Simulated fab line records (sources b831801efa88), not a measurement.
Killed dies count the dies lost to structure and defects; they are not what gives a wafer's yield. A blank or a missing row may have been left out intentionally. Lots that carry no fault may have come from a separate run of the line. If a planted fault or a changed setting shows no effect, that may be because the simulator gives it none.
fab line records | flow sfqLine
record: lots: 6 wafers: 18 lastDay: 92
route steps=325 shown M3@125 I3@133
lots with no fault: from the same line, run without faults
startH: the number of hours between the record's first day and the start of the first shown wafer of the lot | waitH: time in hours since the lot's previous step | " repeats the value in the row above | L1.1+2: a row that stands for several wafers | - no value, or no start was given | * or withheld: withheld | < > ~ a bound
route shown NAME@n: NAME is a module with steps in the file, n the number in the route of the first one | usual: mean and standard deviation over wafers with no fault | same: alike in all rows | chamber/n: place in a boat | sites: per-site readings | _std_site: their standard deviation | _edge_site: mean of outer sites minus mean of inner sites | radiusMm: how far each site lies from the wafer's centre | mask NAME#n: copy n | behind: the tool/chamber that last shaped the wafer | hold: what put the lot on hold/how long, in hours/how the hold closed | device: the transistor (n, p or np) that didn't switch | end of line: the route-end tests of the same wafers | for a step that has no rows: nothing shown but its recipe | killed: dies lost to structure and defects at the first sort, not the wafer's yield | map: dies across one wafer; x = killed, . = not, _ = none there
set.NAME: the setting that was run; set.NAME@STEP: the one run at that earlier step | model.NAME: the simulator's own value behind a step, which no gauge read
lots at selected steps of the route; one table per step, one row per wafer
services: when a tool's chamber went out of use (startH, in hours from the record's first day, below 0 if earlier), for how many hours, and the reason
== steps ==
step: SFQ_TRILAYER_M3_LITHO_EXPOSE_076
recipe: maskId: M3 na: 0.6 sourceShape: conventional sigmaOuter: 0.65 targetCdNm: 500 doseMj: 14.4
step: SFQ_TRILAYER_M3_LITHO_PEB_078
recipe: pebTempC: 115 pebTimeS: 60 resist: KrF
step: SFQ_TRILAYER_M3_LITHO_DEVELOP_077
recipe: timeS: 60 resist: KrF
step: SFQ_M3_OVL_MEAS_921
usual: M3_OVL: -4/6.1
columns lot.wafer tool chamber startH waitH M3_OVL[nm]
L359.1 overlay-02 - 971.63 0.1 0
L359.2 " - " " -1
L359.3 " - " " -4
L361.2 overlay-02 - 981.34 0.1 -7
L361.5 " - " " -8
L361.6 " - " " -13
L362.3 overlay-02 - 982.55 0.1 -1
L362.4 " - " " 1
L362.6 " - " " -1
L371.1 overlay-02 - 1186.40 0.1 -12
L371.2 " - " " -20
L371.6 " - " " -12
L372.1 overlay-01 - 1188.80 0.1 -3
L372.2 " - " " 0
L372.3 " - " " 3
L374.1 overlay-02 - 1193.20 0.1 -3
L374.2 " - " " 0
L374.3 " - " " 2
step: SFQ_TRILAYER_M3_BARC_OPEN_METAL_ETCH_100
recipe: maskMaterial: PR chemistry: O2 targetDepthNm: 125 target: BARC icpW: 600 biasW: 80 pressureMtorr: 10 timeS: 41.7
usual: chamberPressureMTorr: 10.001/0.009 drypumpMotorCurrentA: 5.89/0.28 oesProductAu: 0.685/0.0048
columns lot.wafer tool chamber startH waitH chamberPressureMTorr drypumpMotorCurrentA oesProductAu rfHoursCounterH
L359.1 rieMetal-01 1 971.67 0.0 10.000 5.94 0.693 50
L359.2 " 0 " " 10.003 5.72 0.681 108
L359.3 " 0 " " 9.993 5.75 0.687 -
L361.2 rieMetal-03 0 981.37 0.0 9.993 5.44 0.685 25
L361.5 " 0 " " 10.005 5.44 0.684 -
L361.6 " 1 " " 9.989 6.29 0.691 -
L362.3 rieMetal-04 0 982.59 0.0 10.007 5.65 0.688 -
L362.4 " 1 " " 10.007 6.28 0.673 -
L362.6 " 1 " " 9.999 6.23 0.682 -
L371.1 rieMetal-01 0 1186.44 0.0 10.007 5.74 0.680 15
L371.2 " 1 " " 10.005 5.93 0.675 85
L371.6 " 1 " " 9.999 5.94 0.689 -
L372.1 rieMetal-03 0 1188.84 0.0 10.011 5.47 0.689 54
L372.2 " 1 " " 10.010 6.28 0.684 20
L372.3 " 1 " " 9.993 6.28 0.680 -
L374.1 rieMetal-04 1 1193.23 0.0 10.004 6.23 0.692 54
L374.2 " 0 " " 10.005 5.66 0.683 94
L374.3 " 0 " " 9.996 5.64 0.687 -
step: SFQ_TRILAYER_M3_ETCH_METAL_ETCH_078
recipe: target: Nb stopOn: SiO2 maskMaterial: PR chemistry: Cl2/Ar targetDepthNm: 240 icpW: 600 biasW: 80 pressureMtorr: 10 timeS: 120
step: SFQ_TRILAYER_M3_STRIP_STRIP_079
recipe: gas: O2 powerW: 200 platenTempC: 40 overashFraction: 0.65 chemistry: O2 pressureMtorr: 50
usual: chamberPressureMTorr: 50.00/0.044 drypumpMotorCurrentA: 5.90/0.27 oesProductAu: 0.998/0.0067 platenTempC: 40.02/0.13
columns lot.wafer tool chamber startH waitH chamberPressureMTorr drypumpMotorCurrentA oesProductAu platenTempC rfHoursCounterH
L359.1 rieMetal-01 1 971.86 0.1 50.03 5.97 0.996 40.21 50
L359.2 " 0 " " 49.97 5.72 0.992 39.92 108
L359.3 " 0 " " 50.01 5.71 0.996 40.03 -
L361.2 rieMetal-03 0 981.56 0.1 50.04 5.45 1.002 40.03 25
L361.5 " 0 " " 49.97 5.44 1.001 39.92 -
L361.6 " 1 " " 50.03 6.28 0.989 40.07 -
L362.3 rieMetal-04 0 982.96 0.2 49.94 5.61 0.992 40.12 -
L362.4 " 1 " " 50.04 6.27 0.996 40.21 -
L362.6 " 1 " " 50.00 6.25 1.004 40.06 -
L371.1 rieMetal-01 0 1186.62 0.1 50.06 5.72 0.985 40.04 16
L371.2 " 1 " " 49.99 5.93 1.002 40.22 85
L371.6 " 1 " " 49.94 5.92 0.988 39.93 -
L372.1 rieMetal-03 0 1189.02 0.1 49.96 5.42 0.987 40.09 54
L372.2 " 1 " " 50.02 6.29 1.003 39.99 20
L372.3 " 1 " " 49.96 6.29 0.997 40.03 -
L374.1 rieMetal-04 1 1193.48 0.1 49.95 6.23 0.994 40.11 54
L374.2 " 0 " " 50.03 5.64 1.001 39.76 94
L374.3 " 0 " " 50.05 5.65 0.994 39.93 -
step: SFQ_TRILAYER_M3_STRIP_SOLV_CLEAN_080
recipe: chemistry: NMP tempC: 70 timeS: 600
step: SFQ_TRILAYER_I3_DEP_PECVD_081
recipe: material: SiO2 tempC: 150 timeS: 111.11 pressureTorr: 2.4 rfW: 183.3 precursor: SiH4/N2O targetThkNm: 500
usual: heaterPowerW: 86/11 throttleValvePct: 24.5/1.4
columns lot.wafer tool chamber startH waitH heaterPowerW throttleValvePct
L359.1 pecvd-03 0 972.63 0.0 108 26.2
L359.2 " 1 " " 85 24.8
L359.3 " 2 " " 87 24.1
L361.2 pecvd-02 1 982.33 0.0 66 26.0
L361.5 " 0 " " 102 26.1
L361.6 " 2 " " 70 24.3
L362.3 pecvd-03 1 983.53 0.0 80 24.7
L362.4 " 0 " " 92 26.4
L362.6 " 2 " " 81 24.0
L371.1 pecvd-03 0 1187.40 0.0 103 26.6
L371.2 " 2 " " 77 24.0
L371.6 " 1 " " 88 24.7
L372.1 pecvd-03 2 1189.80 0.0 76 23.7
L372.2 " 0 " " 100 26.3
L372.3 " 1 " " 83 24.9
L374.1 pecvd-03 1 1194.45 0.0 79 24.7
L374.2 " 2 " " 83 24.1
L374.3 " 0 " " 101 26.2
step: SFQ_TRILAYER_I3_CMP_CMP_082
recipe: material: SiO2 downForcePsi: 3 platenRpm: 60 padVelocityMS: 0.94248
step: SFQ_I3_BOW_MEAS_922
recipe: mode: bow
usual: I3_BOW: 3/9
columns lot.wafer tool chamber startH waitH I3_BOW[um]
L359.1 filmMetro-04 - 975.71 1.0 4
L359.2 " - " " 5
L359.3 " - " " 12
L361.2 filmMetro-02 - 985.43 1.5 -2
L361.5 " - " " -3
L361.6 " - " " 3
L362.3 filmMetro-04 - 987.75 1.0 8
L362.4 " - " " 11
L362.6 " - " " -1
L371.1 filmMetro-02 - 1190.56 1.0 3
L371.2 " - " " -13
L371.6 " - " " -6
L372.1 filmMetro-01 - 1193.56 1.5 -5
L372.2 " - " " 4
L372.3 " - " " 4
L374.1 filmMetro-04 - 1201.54 2.0 18
L374.2 " - " " 6
L374.3 " - " " 11
step: SFQ_TRILAYER_I3_METRO_MEASURE_083
usual: thkNm: 200.3/0.86
columns lot.wafer tool chamber startH waitH thkNm
L359.1 filmMetro-04 - 975.83 0.1 201.3
L359.2 " - " " 200.9
L359.3 " - " " 199.8
L361.2 filmMetro-02 - 985.73 0.3 200.4
L361.5 " - " " 200.4
L361.6 " - " " 200.5
L362.3 filmMetro-04 - 988.23 0.5 200.6
L362.4 " - " " 199.3
L362.6 " - " " 199.4
L371.1 filmMetro-02 - 1190.68 0.1 200.0
L371.2 " - " " 201.6
L371.6 " - " " 200.7
L372.1 filmMetro-01 - 1193.68 0.1 200.2
L372.2 " - " " 198.8
L372.3 " - " " 200.5
L374.1 filmMetro-04 - 1201.66 0.1 201.1
L374.2 " - " " 200.5
L374.3 " - " " 201.8
step: SFQ_TRILAYER_I3_VIA_LITHO_COAT_090
recipe: resist: BARC spinRpm: 3000 resistThkNm: 62
usual: exhaustPa: 44.9/0.86
columns lot.wafer tool chamber startH waitH exhaustPa model.BARC_of_TRILAYER_I3_VIA_LITHO_COAT_090.thkNm
L359.1 lithoTrack-03 0 977.03 1.0 45.5 62.01
L359.2 " 0 " " 46.9 59.35
L359.3 " 0 " " 45.4 62
L361.2 lithoTrack-03 0 986.78 0.8 45.5 59.47
L361.5 " 0 " " 45.4 61.92
L361.6 " 0 " " 45.4 62.03
L362.3 lithoTrack-02 0 989.13 0.7 43.3 61.82
L362.4 " 0 " " 45.6 61.81
L362.6 " 0 " " 44.7 61.92
L371.1 lithoTrack-04 0 1191.88 1.0 45.7 62.27
L371.2 " 0 " " 45.2 62.28
L371.6 " 0 " " 47.3 62.19
L372.1 lithoTrack-03 0 1194.88 1.0 44.7 61.84
L372.2 " 0 " " 46.0 61.96
L372.3 " 0 " " 44.9 61.97
L374.1 lithoTrack-03 0 1202.86 1.0 45.9 62.03
L374.2 " 0 " " 46.0 62.01
L374.3 " 0 " " 45.2 62.01
step: SFQ_TRILAYER_I3_VIA_LITHO_COAT_085
recipe: resist: KrF spinRpm: 3000 resistThkNm: 650
step: SFQ_TRILAYER_I3_VIA_LITHO_SOFTBAKE_089
recipe: tempC: withheld timeS: withheld resist: KrF
step: SFQ_TRILAYER_I3_VIA_LITHO_EXPOSE_086
recipe: maskId: I3 na: 0.6 sourceShape: conventional sigmaOuter: 0.65 targetCdNm: 500 doseMj: 21.3
step: SFQ_TRILAYER_I3_VIA_LITHO_PEB_088
recipe: pebTempC: 115 pebTimeS: 60 resist: KrF
step: SFQ_TRILAYER_I3_VIA_LITHO_DEVELOP_087
recipe: timeS: 60 resist: KrF
step: SFQ_I3_OVL_MEAS_923
usual: I3_OVL: -2/5.6
columns lot.wafer tool chamber startH waitH I3_OVL[nm]
L359.1 overlay-02 - 1115.05 0.1 1
L359.2 " - " " -5
L359.3 " - " " 1
L361.2 overlay-01 - 1122.26 0.1 -4
L361.5 " - " " 0
L361.6 " - " " 4
L362.3 overlay-01 - 1127.07 0.1 3
L362.4 " - " " 2
L362.6 " - " " -1
L371.1 overlay-01 - 1319.58 0.1 -2
L371.2 " - " " -3
L371.6 " - " " -6
L372.1 overlay-02 - 1320.78 0.1 -13
L372.2 " - " " -15
L372.3 " - " " -9
L374.1 overlay-02 - 1325.58 0.1 -11
L374.2 " - " " -11
L374.3 " - " " -4
step: SFQ_TRILAYER_I3_VIA_BARC_OPEN_VIA_ETCH_121
recipe: maskMaterial: PR chemistry: O2 targetDepthNm: 125 target: BARC sourceW: 500 biasW: 80 pressureMtorr: 30 timeS: 41.7
usual: chamberPressureMTorr: 29.998/0.028 drypumpMotorCurrentA: 5.8/0.39 oesProductAu: 0.685/0.0047
columns lot.wafer tool chamber startH waitH chamberPressureMTorr drypumpMotorCurrentA oesProductAu rfHoursCounterH model.etch.depthNm
L359.1 rieDiel-02 1 1115.09 0.0 29.972 5.8 0.684 9 62.01
L359.2 " 3 " " 30.030 6.2 0.666 10 59.35
L359.3 " 0 " " 30.057 6.2 0.684 9 62
L361.2 rieDiel-03 2 1122.29 0.0 29.984 6.3 0.663 13 59.47
L361.5 " 3 " " 30.044 4.9 0.683 - 61.92
L361.6 " 2 " " 30.005 6.3 0.683 - 62.03
L362.3 rieDiel-02 1 1127.09 0.0 30.059 5.8 0.684 10 61.82
L362.4 " 2 " " 29.987 5.6 0.684 4 61.81
L362.6 " 0 " " 29.967 6.3 0.679 - 61.92
L371.1 rieDiel-03 0 1319.61 0.0 29.948 5.7 0.693 10 62.27
L371.2 " 3 " " 29.995 4.9 0.693 18 62.28
L371.6 " 0 " " 29.977 5.7 0.686 - 62.19
L372.1 rieDiel-04 0 1320.81 0.0 30.021 5.8 0.682 5 61.84
L372.2 " 2 " " 30.074 5.3 0.683 3 61.96
L372.3 " 3 " " 30.004 6.4 0.680 9 61.97
L374.1 rieDiel-03 0 1325.61 0.0 29.987 5.7 0.686 10 62.03
L374.2 " 1 " " 29.995 5.7 0.691 4 62.01
L374.3 " 3 " " 30.004 4.9 0.676 18 62.01
step: SFQ_TRILAYER_I3_VIA_ETCH_VIA_ETCH_088
recipe: target: SiO2 stopOn: Nb maskMaterial: PR taperDeg: 20 chemistry: CHF3 targetDepthNm: 260 sourceW: 500 biasW: 80 pressureMtorr: 30 timeS: withheld
usual: chamberPressureMTorr: 30.00/0.033 drypumpMotorCurrentA: 5.8/0.39 oesProductAu: 0.855/0.0055
columns lot.wafer tool chamber startH waitH chamberPressureMTorr drypumpMotorCurrentA oesProductAu
L359.1 rieDiel-02 1 1115.13 0.0 30.02 5.8 0.854
L359.2 " 3 " " 29.95 6.1 0.850
L359.3 " 0 " " 29.99 6.2 0.857
L361.2 rieDiel-03 2 1122.33 0.0 30.00 6.3 0.860
L361.5 " 3 " " 30.01 4.9 0.857
L361.6 " 2 " " 30.03 6.2 0.861
L362.3 rieDiel-02 1 1127.13 0.0 30.01 5.8 0.853
L362.4 " 2 " " 29.96 5.6 0.854
L362.6 " 0 " " 30.04 6.2 0.850
L371.1 rieDiel-03 0 1319.65 0.0 30.04 5.7 0.849
L371.2 " 3 " " 29.98 4.9 0.864
L371.6 " 0 " " 30.04 5.7 0.854
L372.1 rieDiel-04 0 1320.85 0.0 30.03 5.8 0.852
L372.2 " 2 " " 29.96 5.4 0.863
L372.3 " 3 " " 30.03 6.4 0.858
L374.1 rieDiel-03 0 1325.65 0.0 29.98 5.7 0.849
L374.2 " 1 " " 30.04 5.7 0.857
L374.3 " 3 " " 29.97 4.9 0.859
== services ==
columns tool chamber startH hours kind
rieDiel-03 2 953.99 7.5 repair
rieMetal-04 0 954.06 2.3 repair
rieDiel-03 - 955.12 2.3 repair
rieDiel-03 2 972.51 6.0 repair
rieMetal-03 - 979.56 0.2 repair
rieDiel-02 3 1013.96 8.4 repair
rieDiel-03 - 1029.12 0.1 repair
rieDiel-03 2 1051.90 9.4 repair
rieDiel-02 2 1066.52 8.0 repair
rieDiel-02 3 1076.52 6.0 repair
rieDiel-03 3 1077.28 13.8 repair
rieDiel-03 0 1102.04 6.0 repair
rieMetal-04 - 1114.09 28.1 pm
rieDiel-03 - 1117.57 3.6 repair
rieDiel-03 1 1117.59 32.8 repair
pecvd-03 2 1118.85 4.0 repair
rieDiel-02 - 1119.51 0.2 repair
rieMetal-03 0 1154.76 14.4 repair
rieMetal-03 1 1192.11 18.5 repair
rieMetal-01 0 1231.91 13.3 repair
rieMetal-03 - 1232.35 14.6 pm
rieDiel-03 2 1286.71 4.9 repair
rieDiel-03 0 1291.97 9.0 repair
pecvd-03 - 1316.75 14.0 pm
== key ==
firstSign: step: SFQ_TRILAYER_I3_VIA_BARC_OPEN_VIA_ETCH_121 reading: oesProductAu direction: down sigmas: 4.4 usual: 0.685 struck: 0.664
effect none on later readings
modelEffect: step: SFQ_TRILAYER_I3_VIA_LITHO_COAT_090 value: BARC_of_TRILAYER_I3_VIA_LITHO_COAT_090.thkNm without: 62 struck: 59.41
modelEffect: step: SFQ_TRILAYER_I3_VIA_BARC_OPEN_VIA_ETCH_121 value: etch.depthNm without: 62 struck: 59.41
metAt SFQ_TRILAYER_I3_VIA_LITHO_COAT_090
struckWafers L359.2,L361.2
fault: kind: processParameterDrift tool: lithoTrack-03 chamber: - onsetH: 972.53 steps: SFQ_TRILAYER_I3_VIA_LITHO_COAT_090 channel: resistThkNm offset: -2.5885 shape: step endH: 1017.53 scope: struckWafersOnly actsIn: theseRecipesOnly stated: 62
